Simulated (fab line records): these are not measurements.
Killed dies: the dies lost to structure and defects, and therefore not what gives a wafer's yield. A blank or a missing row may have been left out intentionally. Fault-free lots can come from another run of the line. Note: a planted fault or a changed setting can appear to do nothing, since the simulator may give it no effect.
Split-lot trial | flow sfq_line | 23 wafers read across 5 lots, on a route 325 steps long

THE SPLIT
At SFQ_TRILAYER_M1_LITHO_EXPOSE_040 (exposes mask M1, target cd 500 nm), the setting dose_mj was moved away from the recipe's 14.4 on 10 of the 23 wafers read, by -3.4% to +7.5%. The other wafers ran this setting at the recipe's value.

FROM THE SPLIT TO THE READING: what the file shows between them, 3 steps
- SFQ_TRILAYER_M1_LITHO_PEB_042: peb time 60 s
- SFQ_TRILAYER_M1_LITHO_DEVELOP_041: time 60 s
- SFQ_TRILAYER_M1_BARC_OPEN_METAL_ETCH_054: etches BARC in O2, target depth 125 nm, time 41.7 s

THE READING
M1.cd_nm (the simulator's own value, which no gauge read), in nm, at SFQ_TRILAYER_M1_ETCH_METAL_ETCH_042 (etches Nb in Cl2/Ar, stops on SiO2, target depth 240 nm, time 120 s). There is no usual value for it anywhere in the file. Average 499.7 nm, standard deviation 1.8 nm, over the 13 wafers here run with the recipe.

wafer  | tool, chamber at the split | dose_mj as run | against the recipe | M1.cd_nm, nm | against lot-mates on the recipe
L074.2 | krf_scanner-02, 0          | 13.91          | -3.4%              | 506.2        | +4.0
L074.3 | krf_scanner-02, 0          | 14.4           | recipe             | 502.3        | -
L074.4 | krf_scanner-02, 0          | 14.4           | recipe             | 503.3        | -
L074.5 | krf_scanner-02, 0          | 13.91          | -3.4%              | 505.1        | +2.9
L074.6 | krf_scanner-02, 0          | 14.4           | recipe             | 500.9        | -
L076.1 | krf_scanner-02, 0          | 13.97          | -3.0%              | 505.4        | +8.2
L076.2 | krf_scanner-02, 0          | 13.97          | -3.0%              | 502          | +4.9
L076.3 | krf_scanner-02, 0          | 14.4           | recipe             | 497          | -
L076.5 | krf_scanner-02, 0          | 14.4           | recipe             | 497.3        | -
L076.6 | krf_scanner-02, 0          | 13.97          | -3.0%              | 506.3        | +9.2
L077.4 | krf_scanner-02, 0          | 14.4           | recipe             | 499.7        | -
L077.5 | krf_scanner-02, 0          | 14.4           | recipe             | 499.2        | -
L077.6 | krf_scanner-02, 0          | 14.4           | recipe             | 499.8        | -
L078.1 | krf_scanner-02, 0          | 15.48          | +7.5%              | 488.6        | -10.9
L078.2 | krf_scanner-02, 0          | 14.4           | recipe             | 499.9        | -
L078.3 | krf_scanner-02, 0          | 14.4           | recipe             | 500.7        | -
L078.5 | krf_scanner-02, 0          | 15.48          | +7.5%              | 489.7        | -9.8
L078.6 | krf_scanner-02, 0          | 14.4           | recipe             | 498          | -
L079.1 | krf_scanner-02, 0          | 14.4           | recipe             | 498.2        | -
L079.2 | krf_scanner-02, 0          | 14.4           | recipe             | 499.8        | -
L079.3 | krf_scanner-02, 0          | 14.72          | +2.2%              | 493.7        | -5.3
L079.4 | krf_scanner-02, 0          | 14.72          | +2.2%              | 496.7        | -2.3
L079.5 | krf_scanner-02, 0          | 14.72          | +2.2%              | 496.2        | -2.8

THE FIT
A straight line over all 23 wafers: M1.cd_nm changes by -1.53 nm for each +1% of dose_mj; r = -0.93; the points scatter about the line by 1.7 nm.
The same after taking each lot's own level away (the mean of its wafers on the recipe; 23 wafers): -1.53 nm for each +1%; r = -0.94; scatter 1.6 nm.
That fit puts the effect of the largest move of dose_mj on the reading at 11 nm.
The span of the lots' own levels, 497.15 to 502.17 nm, comes to 2.8 times the standard deviation stated above.
Hence the lot-to-lot level has little effect on the slope; both slopes agree.
Check: -11.3 nm against its lot-mates is what the line predicts for one of the wafers moved furthest among these (+7.5%) when that wafer is left out of the fit. It came out at -10.9 nm against them.

OTHER SPLITS APPLIED TO THESE WAFERS
Before the reading, these wafers also passed through other splits. Each is held against what the fit with the lots' levels taken away leaves over:
other split on the same wafers                  | wafers away from the commonest value | r with M1.cd_nm (lot level and that fit taken away)
SFQ_TRILAYER_INCOMING_OXIDATION_002 temp_c      | 13                                   | +0.13
SFQ_TRILAYER_L0_LITHO_COAT_010 resist_thk_nm    | 9                                    | -0.08
SFQ_TRILAYER_L0_BARC_OPEN_METAL_ETCH_010 bias_w | 5                                    | -0.05
SFQ_TRILAYER_L0_VIA_LITHO_COAT_018 spin_rpm     | 5                                    | +0.34
SFQ_TRILAYER_M0_LITHO_COAT_026 spin_rpm         | 10                                   | -0.37
SFQ_TRILAYER_M0_LITHO_COAT_021 resist_thk_nm    | 5                                    | -0.46
SFQ_TRILAYER_M0_BARC_OPEN_METAL_ETCH_031 time_s | 7                                    | +0.26
SFQ_TRILAYER_I0_VIA_LITHO_EXPOSE_032 dose_mj    | 7                                    | +0.05
SFQ_TRILAYER_I0_VIA_ETCH_VIA_ETCH_034 source_w  | 8                                    | -0.03
SFQ_TRILAYER_M1_LITHO_COAT_044 spin_rpm         | 7                                    | +0.33

THE WHOLE CHAIN: every reading that the file lists as answering this split, in the file's order
step                                     | what it does                                                        | reading                                                   | change (the file's fit)              | r (the file's)
SFQ_TRILAYER_M1_BARC_OPEN_METAL_ETCH_054 | etches BARC in O2, target depth 125 nm, time 41.7 s                 | M1.cd_nm (the simulator's own value, which no gauge read) | -1.44 nm for each +1% of the setting | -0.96
SFQ_TRILAYER_M1_ETCH_METAL_ETCH_042      | etches Nb in Cl2/Ar, stops on SiO2, target depth 240 nm, time 120 s | M1.cd_nm (the simulator's own value, which no gauge read) | -1.47 nm for each +1% of the setting | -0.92

FILE'S OWN FIT
M1.cd_nm changes by -1.47 nm for each +1% of dose_mj, r = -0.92.
